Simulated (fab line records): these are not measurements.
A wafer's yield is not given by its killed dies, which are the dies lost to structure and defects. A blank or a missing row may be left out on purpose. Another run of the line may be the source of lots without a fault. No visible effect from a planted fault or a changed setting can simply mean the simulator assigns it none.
Chamber matching	flow gf180mcu	4 sister chambers for GF_PASSIVATION_ETCH_11 on rie diel-01
The step etches the open film in CF4/O2, stops on TiN, target depth 2040 nm, time 453.3 s. 4 wafers are shown with their chamber, then 8 later ones without.

== EACH WAFER AND ITS CHAMBER ==
wafer	chamber	drypump motor current A (A)
L092.1	1	5.84
L092.2	0	5.72
L092.3	3	5.73
L093.1	2	6.04

== WAFERS WITH NO CHAMBER GIVEN ==
wafer	drypump motor current A (A)
L093.3	5.82
L093.6	6.03
L095.2	5.83
L095.3	5.72
L095.4	5.71
L097.4	5.72
L097.5	5.85
L097.6	5.70

== WHICH CHAMBER EACH WENT THROUGH ==
wafer	from the rows above	in truth
L093.3	1	1
L093.6	2	2
L095.2	1	1
L095.3	can't be placed: 0 or 3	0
L095.4	can't be placed: 0 or 3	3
L097.4	can't be placed: 0 or 3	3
L097.5	1	1
L097.6	can't be placed: 0 or 3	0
Correct placement for 4 of the 8. Not placeable from these rows: 4 (in 4, the candidates include the true chamber). Number placed wrongly: 0.
How it was worked out, from the rows above alone: a wafer's distance from a chamber is the root of the sum, over the readings, of the square of ((its reading less the chamber's mean) divided by the reading's scatter). The wafer belongs to the nearest chamber; if the next one is less than 2 further off, it can't be placed. The mean given for a chamber averages the wafers shown for that chamber. The scatter (one wafer shown for each chamber): square how far every hidden wafer sits from the nearest shown wafer, average those squares and take the square root.
